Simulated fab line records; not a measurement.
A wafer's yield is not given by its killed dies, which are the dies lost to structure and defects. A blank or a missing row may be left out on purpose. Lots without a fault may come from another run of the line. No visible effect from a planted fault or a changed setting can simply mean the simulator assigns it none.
What tool caused it? -- flow gf180mcu -- 36 wafers from 12 lots sampled at 5 of the route's 602 steps

== WHAT THE GAUGES READ, wafer by wafer ==
GF_VT_IMPLANT_RS_MEAS_46: the measuring method here is four-point-probe. Usual: for MVSD_RS the level is 462.7 ohm/sq and the standard deviation is 1.2.
lot,measured,on,MVSD_RS (ohm/sq),flag
L781,day 7 14:38,film-metro-02,465.0 465.2 464.5,
L782,day 7 20:01,film-metro-04,463.1 463.3 461.9,
L784,day 8 10:52,film-metro-02,463.9 462.3 464.1,
L787,day 9 08:27,film-metro-02,461.9 461.1 462.4,
L788,day 9 10:01,film-metro-02,465.9 465.2 465.1,
L791,day 10 10:55,film-metro-04,451.2 450.9 450.7 451.1 450.6 450.4,OFF
L796,day 11 17:57,film-metro-02,464.0 463.0 462.4,
L797,day 12 01:57,film-metro-01,449.9 449.4 452.3 451.9 450.4 450.9,OFF
L799,day 12 12:55,film-metro-01,462.1 462.5 461.6,
L801,day 13 11:31,film-metro-02,462.0 462.6 462.8,
L802,day 13 13:32,film-metro-04,462.3 462.7 461.5,
L803,day 13 14:49,film-metro-01,462.8 462.4 463.8,

GF_VT_IMPLANT_RS_MEAS_47: the measuring method here is four-point-probe. Usual: for NWELL_RS the level is 486.9 ohm/sq and the standard deviation is 1.2.
lot,measured,on,NWELL_RS (ohm/sq),flag
L781,day 7 14:45,film-metro-02,488.7 489.5 489.9,
L782,day 7 20:08,film-metro-04,487.9 485.4 487.3,
L784,day 8 10:59,film-metro-02,488.0 488.9 487.1,
L787,day 9 08:34,film-metro-02,488.7 489.3 488.6,
L788,day 9 10:08,film-metro-02,487.5 489.0 488.1,
L791,day 10 15:34,film-metro-04,487.1 486.5 487.2,
L796,day 11 18:04,film-metro-02,486.2 487.0 485.5,
L797,day 12 08:32,film-metro-01,485.2 484.7 485.0,
L799,day 12 13:02,film-metro-01,486.0 486.2 486.5,
L801,day 13 11:38,film-metro-02,487.3 487.7 487.7,
L802,day 13 13:40,film-metro-04,484.8 486.8 487.4,
L803,day 13 14:56,film-metro-01,484.8 484.4 484.8,

GF_M2_CD_MEAS_14: target cd 280 nm. Usual: cd-nm reads 278.9 nm (standard deviation 1.1).
lot,measured,on,cd-nm (nm),flag
L781,day 19 15:37,cd-sem-02,279.1 278.7 278.6,
L782,day 19 19:12,cd-sem-01,276.8 278.4 278.0,
L784,day 20 16:06,cd-sem-02,280.0 279.0 279.6,
L787,day 21 20:57,cd-sem-01,279.2 279.2 277.5,
L788,day 21 19:04,cd-sem-02,280.6 279.7 279.5,
L791,day 23 00:18,cd-sem-02,278.0 277.7 277.6,
L796,day 24 23:09,cd-sem-01,280.5 279.3 280.7,
L797,day 24 21:36,cd-sem-01,281.3 280.4 281.4,
L799,day 25 17:12,cd-sem-02,278.8 279.5 277.6,
L801,day 26 12:48,cd-sem-01,280.2 279.3 279.5,
L802,day 26 13:32,cd-sem-01,279.8 280.1 278.9,
L803,day 26 16:40,cd-sem-01,278.0 279.2 278.8,

== EACH LOT AND THE TOOL THAT RAN IT (in order: tool; ch and the chambers of the sampled wafers; start) ==
lot,GF_MVSD_IMPLANT_09,GF_V1_SPUTTER_21
L781,"implanter-04 ch 0, day 4 10:46","pvd-sputter-04, day 18 14:31"
L782,"implanter-04 ch 0, day 4 16:02","pvd-sputter-02, day 18 17:37"
L784,"implanter-04 ch 0, day 5 04:32","pvd-sputter-02, day 19 16:10"
L787,"implanter-01 ch 0, day 5 21:35","pvd-sputter-03, day 20 20:10"
L788,"implanter-01 ch 0, day 6 02:40","pvd-sputter-03, day 20 18:00"
L791,"implanter-04 ch 0, day 6 21:44","pvd-sputter-03, day 22 00:43"
L796,"implanter-02 ch 0, day 8 00:56","pvd-sputter-02, day 23 23:44"
L797,"implanter-04 ch 0, day 8 08:11","pvd-sputter-04, day 23 23:16"
L799,"implanter-01 ch 0, day 8 18:14","pvd-sputter-03, day 24 19:17"
L801,"implanter-02 ch 0, day 9 07:29","pvd-sputter-03, day 25 15:10"
L802,"implanter-02 ch 0, day 9 15:29","pvd-sputter-04, day 25 16:22"
L803,"implanter-01 ch 0, day 9 18:43","pvd-sputter-03, day 25 18:42"
- GF_MVSD_IMPLANT_09
- GF_V1_SPUTTER_21: material Ti, target thk 15 nm, time 80.02 s.

== WHAT THE TOOLS THEMSELVES READ (means of the sampled wafers that have a number; where no wafer has one, the mark that the record gives instead) ==
GF_MVSD_IMPLANT_09. Usual: beam-on-s 10.01 s, standard deviation 0.21; dose-ions-cm2 4.998e+12, standard deviation 5.1e+09; faraday-current-uA 28.2, standard deviation 0.59.
lot,tool,beam-on-s (s),dose-ions-cm2,faraday-current-uA,flag
L781,implanter-04,10.08,5.003e+12,27.9,
L782,implanter-04,10.08,4.995e+12,28.0,
L784,implanter-04,9.90,5.001e+12,28.4,
L787,implanter-01,9.86,5.000e+12,28.5,
L788,implanter-01,9.94,4.995e+12,28.3,
L791,implanter-04,10.11,5.814e+12,32.3,OFF
L796,implanter-02,10.19,4.998e+12,27.6,
L797,implanter-04,10.11,5.814e+12,32.5,OFF
L799,implanter-01,10.19,4.992e+12,27.7,
L801,implanter-02,9.79,4.998e+12,28.6,
L802,implanter-02,10.30,4.996e+12,27.4,
L803,implanter-01,9.99,4.998e+12,28.2,

GF_V1_SPUTTER_21. Usual: substrate-temp-c 200.00 C, standard deviation 0.17; throttle-valve-pct 30.4 %, standard deviation 1.1.
lot,tool,substrate-temp-c (C),throttle-valve-pct (%),flag
L781,pvd-sputter-04,200.17,30.5,
L782,pvd-sputter-02,199.95,29.5,
L784,pvd-sputter-02,199.90,30.1,
L787,pvd-sputter-03,200.21,30.6,
L788,pvd-sputter-03,199.96,29.9,
L791,pvd-sputter-03,199.98,30.0,
L796,pvd-sputter-02,200.07,30.1,
L797,pvd-sputter-04,199.97,29.6,
L799,pvd-sputter-03,199.92,30.3,
L801,pvd-sputter-03,200.01,29.5,
L802,pvd-sputter-04,199.94,29.7,
L803,pvd-sputter-03,199.74,29.8,

== THE ANSWER, worked out from the rows above alone ==
Rule: lot off if the mean of its wafers having a number is beyond 3 standard deviations from the usual mean. Also off: a lot with no number at a reading for which 4 or more lots have one. The other lots that the step has rows for count as sound. Order of review: gauges by route order, followed by the tools' own readings, for which a lot's mean as printed above is used. The first step at which some lot is off is used, and at that step the reading that is off furthest; a lot without a number counts as furthest.
Off: L791, L797, seen at GF_VT_IMPLANT_RS_MEAS_46 (MVSD_RS).
If a tool, at a process step before that reading, ran all the lots that are off and no sound lot after the first of them, it fits. Not tried: the gauges at GF_VT_IMPLANT_RS_MEAS_46; whatever is off there is also off at GF_MVSD_IMPLANT_09, on other tools, and gauge error can't account for it. One fits: implanter-04 at GF_MVSD_IMPLANT_09. A fault onset in the window from L784 (day 5 04:32, its last sound lot) to L791 (day 6 21:44, its first lot off) fits.
The tool's own readings at GF_MVSD_IMPLANT_09 bear it out: on the lots that are off they differ by more than 5 times the standard deviation of the sound lots' means. dose-ions-cm2 reads 5.814e+12 there against 4.998e+12 on the sound lots; faraday-current-uA reads 32.4 there against 28.1 on the sound lots.

== WHAT THE SIMULATOR PUT IN ==
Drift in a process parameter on implanter-04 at GF_MVSD_IMPLANT_09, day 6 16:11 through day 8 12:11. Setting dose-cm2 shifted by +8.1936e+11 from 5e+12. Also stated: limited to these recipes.
Lots struck among those shown: L791, L797. The rule above reached the same finding.
